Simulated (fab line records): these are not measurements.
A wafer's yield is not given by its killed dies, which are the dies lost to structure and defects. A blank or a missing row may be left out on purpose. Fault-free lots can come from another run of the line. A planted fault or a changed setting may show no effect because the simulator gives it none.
What tool caused it? -- flow gf180mcu -- 41 wafers from 14 lots sampled at 3 of the route's 602 steps

## WHAT EACH GAUGE READ, for each wafer
GF_POLY_GATE_CD_MEAS_10: the cd target is 280 nm.
lot,measured,on,cd nm (nm)
L229,day 9 13:05,cd sem-01,280.8 278.8 280.3
L230,day 10 01:34,cd sem-01,280.7 279.2 278.6
L231,day 10 05:58,cd sem-01,282.7 281.9 281.3
L232,day 10 16:05,cd sem-01,281.0 281.3 280.8
L233,day 10 22:22,cd sem-02,280.9 280.2 278.3
L234,day 11 06:14,cd sem-01,280.6 280.2
L235,day 11 15:44,cd sem-02,278.8 277.7 279.9
L237,day 12 04:29,cd sem-02,280.9 281.9 281.4
L239,day 12 20:31,cd sem-01,292.4 294.3 294.8
L242,day 13 17:38,cd sem-02,292.3 294.1 293.7
L245,day 14 13:48,cd sem-02,281.1 280.4 279.7
L246,day 14 22:01,cd sem-02,280.0 279.5 279.8
L249,day 16 06:29,cd sem-01,278.9 279.5 278.2
L250,day 16 08:27,cd sem-02,279.1 279.1 279.9

GF_POLY_GATE_CD_MEAS_18.
lot,measured,on,cd nm (nm)
L229,day 9 15:28,cd sem-01,282.2 279.3 278.6
L230,day 10 03:17,cd sem-01,278.2 279.5 277.7
L231,day 10 07:41,cd sem-01,285.2 277.9 279.5
L232,day 10 18:39,cd sem-01,279.7 282.3 280.4
L233,day 11 00:48,cd sem-02,281.0 281.7 280.7
L234,day 11 09:25,cd sem-01,283.5 278.7
L235,day 11 18:53,cd sem-01,278.0 276.6 282.4
L237,day 12 06:20,cd sem-02,280.7 279.2 285.2
L239,day 12 22:14,cd sem-01,291.8 297.1 295.3
L242,day 13 21:01,cd sem-02,295.2 297.2 293.8
L245,day 14 16:04,cd sem-01,282.7 276.8 281.8
L246,day 15 00:44,cd sem-01,279.4 278.5 279.9
L249,day 16 08:13,cd sem-01,276.0 278.6 275.4
L250,day 16 10:11,cd sem-02,278.3 276.5 281.2

## TOOL THAT RAN EACH LOT (tool first, then ch and the chambers of the sampled wafers, then the start)
lot,GF_POLY_GATE_PEB_08
L229,"litho track-02 ch 0, day 9 12:45"
L230,"litho track-04 ch 0, day 10 01:13"
L231,"litho track-04 ch 0, day 10 05:37"
L232,"litho track-01 ch 0, day 10 15:46"
L233,"litho track-04 ch 0, day 10 22:01"
L234,"litho track-01 ch 0, day 11 05:53"
L235,"litho track-01 ch 0, day 11 15:25"
L237,"litho track-01 ch 0, day 12 04:10"
L239,"litho track-01 ch 0, day 12 20:10"
L242,"litho track-01 ch 0, day 13 17:19"
L245,"litho track-04 ch 0, day 14 13:27"
L246,"litho track-02 ch 0, day 14 21:40"
L249,"litho track-01 ch 0, day 16 06:08"
L250,"litho track-04 ch 0, day 16 08:06"
- GF_POLY_GATE_PEB_08: peb time 90 s.

## WHAT THE TOOLS THEMSELVES READ (means of the sampled wafers that have a number; where no wafer has one, the mark that the record gives instead)
GF_POLY_GATE_PEB_08.
lot,tool,heater power total W (W)
L229,litho track-02,85.68
L230,litho track-04,85.70
L231,litho track-04,85.69
L232,litho track-01,85.70
L233,litho track-04,85.72
L234,litho track-01,85.81
L235,litho track-01,85.73
L237,litho track-01,85.71
L239,litho track-01,98.90
L242,litho track-01,98.90
L245,litho track-04,85.76
L246,litho track-02,85.61
L249,litho track-01,85.76
L250,litho track-04,85.75

## THE ANSWER, worked out from the rows above alone
Rule: the usual values come from the lots themselves. The widest of any qualifying gaps counts: lots, ordered by their means at a reading, are off when they make up no more than a third of the lots, leave a main group of 4 or more, and stand apart from it by 3 or more times the standard deviation of that group's means. Not used: any main group whose means are identical at the precision the tables above print for the reading. A lot without any number at a reading at which 4 lots or more have one is off too. The other lots that the step has rows for count as sound. First the gauges in route order, then the tools' own readings, where a lot's mean is used as printed above. At the first step where some lot is off, the reading lying furthest off is the one used; lots without a number count as furthest.
Off, at GF_POLY_GATE_CD_MEAS_10 on cd nm: L239, L242. The main group: mean 280.1 nm, standard deviation 0.94.
A tool fits if, at a process step before that reading, it ran every lot that is off, and no sound lot after the first of them. Not tried: the gauges at GF_POLY_GATE_CD_MEAS_10; whatever is off there is also off at GF_POLY_GATE_PEB_08, on other tools, and gauge error can't account for it. None of those tried fits.

## WHAT WAS PUT IN BY THE SIMULATOR
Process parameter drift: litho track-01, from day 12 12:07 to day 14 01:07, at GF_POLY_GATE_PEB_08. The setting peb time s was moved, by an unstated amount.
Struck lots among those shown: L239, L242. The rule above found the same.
